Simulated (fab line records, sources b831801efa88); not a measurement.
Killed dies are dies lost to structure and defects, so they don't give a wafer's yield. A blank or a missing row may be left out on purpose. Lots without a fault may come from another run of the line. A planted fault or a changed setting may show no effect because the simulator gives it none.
A struck lot beside a sound one | flow gf180mcu | 21 steps out of a route of 602
Sound: wafers L438.1, L438.2, L438.4. Struck: wafers L443.2, L443.4. (L443.5 of the same lot was not struck and is left out.) The cause comes at the end.
At each step with rows: each side's tool, then ch and its chambers, then its first start. Under that, the readings that differ: sound wafers | struck wafers | difference of the means | sigmas: that difference in standard deviations of wafers without a fault.
alike: readings whose means differ by less than 2 such deviations, and words and numbers that are the same on both sides. not compared: withheld readings, readings that some wafer has no value for, bounds like >300 that may hide the same value, and numbers for which the record gives no deviation and whose values overlap.
The two part at a step that has a row with sigmas, a row that says differs or no value, or rows on one side only. Numbers that don't overlap but have no deviation are shown without sigmas and don't part them. A reading that every wafer of one side lacks parts them only if that side has two wafers or more.

first, 2 steps without rows for these wafers: GF_M5_CLEAN_13 (cleans in DIW); GF_V5_CVD_00 (deposits SiO2, target thk 300 nm, time 50 s).
GF_V5_THK_MEAS_01:
  sound on film_metro-03, day 28 04:11; struck on film_metro-03, day 30 02:29
  alike: V5_CVD_00_THK
GF_V5_CVD_02: deposits SiO2 from TEOS, target thk 1450 nm, time 163.28 s.
  sound on pecvd-03 ch 1,2, day 28 04:15; struck on pecvd-04 ch 2, day 30 02:35
  alike: heater_power_w
GF_V5_THK_MEAS_03:
  sound on film_metro-01, day 28 04:22; struck on film_metro-01, day 30 02:52
  alike: V5_CVD_02_THK
GF_V5_CMP_04: polishes SiO2.
  sound on cmp-02 ch 0,2,3, day 28 04:25; struck on cmp-01 ch 0,1, day 30 02:55
  alike: motor_current_A, slurry_flow_ml_min
GF_V5_BOW_MEAS_05:
  sound on film_metro-03, day 28 04:43; struck on film_metro-03, day 30 03:14
  alike: V5_BOW
then, 5 steps without rows for these wafers: GF_V5_DEHYDRATE_06 (time 60 s); GF_V5_HMDS_07 (prime time 60 s); GF_V5_COAT_08; GF_V5_COAT_09 (resist thk 1000 nm); GF_V5_SOFTBAKE_10 (time 60 s).
GF_V5_EXPOSE_11: exposes mask Via5, target cd 260 nm.
  sound on krf_scanner-01 ch 0, day 28 14:19; struck on krf_scanner-01 ch 0, day 30 12:14
  alike: mask
then, 1 step without rows for these wafers: GF_V5_PEB_12 (peb time 90 s).
GF_V5_DEVELOP_13: develop time 60 s.
  sound on litho_track-03 ch 0, day 28 23:45; struck on litho_track-02 ch 0, day 30 20:50
  reading             | sound             | struck      | difference | sigmas
  model.V5.cd_nm (nm) | 259.5 260.1 261.2 | 265.2 264.1 | +4.4       |
GF_V5_CD_MEAS_14: target cd 260 nm.
  sound on cd_sem-02, day 28 23:54; struck on cd_sem-01, day 30 20:58
  reading    | sound             | struck      | difference | sigmas
  cd_nm (nm) | 259.4 260.3 261.4 | 265.1 264.0 | +4.2       | +3
GF_V5_OVL_MEAS_15:
  sound on overlay-01, day 29 00:01; struck on overlay-01, day 30 21:05
  alike: V5_OVL
GF_V5_ETCH_16: etches BARC in N2/H2.
  sound on rie_diel-01 ch 0,1,2, day 29 00:04; struck on rie_diel-04 ch 0,2, day 30 21:07
  alike: drypump_motor_current_A, oes_product_au, throttle_valve_pct
GF_V5_ETCH_17: etches SiO2 in C4F8/O2/Ar, stops on TiN, target depth 855 nm.
  sound on rie_diel-01 ch 0,1,2; struck on rie_diel-04 ch 0,2
  reading             | sound             | struck  | difference | sigmas
  model.V5.cd_nm (nm) | 260.5 259.5 261.8 | 264 266 | +4         |
  alike: oes_product_au
GF_V5_STRIP_18: strips in O2/N2.
  sound on plasma_asher-04 ch 0,1, day 29 00:13; struck on plasma_asher-04 ch 0,1, day 30 21:16
  alike: drypump_motor_current_A, heater_power_w, oes_product_au
  not compared: rf_hours_counter_h
GF_PASSIVATION_PROBE_99:
  the record has rows for the sound wafers here (prober-01, day 30 17:25) and none for the struck ones

WHERE THEY PART
First at GF_V5_CD_MEAS_14; last, within this record, at GF_PASSIVATION_PROBE_99.

WHY: what the simulator had put in
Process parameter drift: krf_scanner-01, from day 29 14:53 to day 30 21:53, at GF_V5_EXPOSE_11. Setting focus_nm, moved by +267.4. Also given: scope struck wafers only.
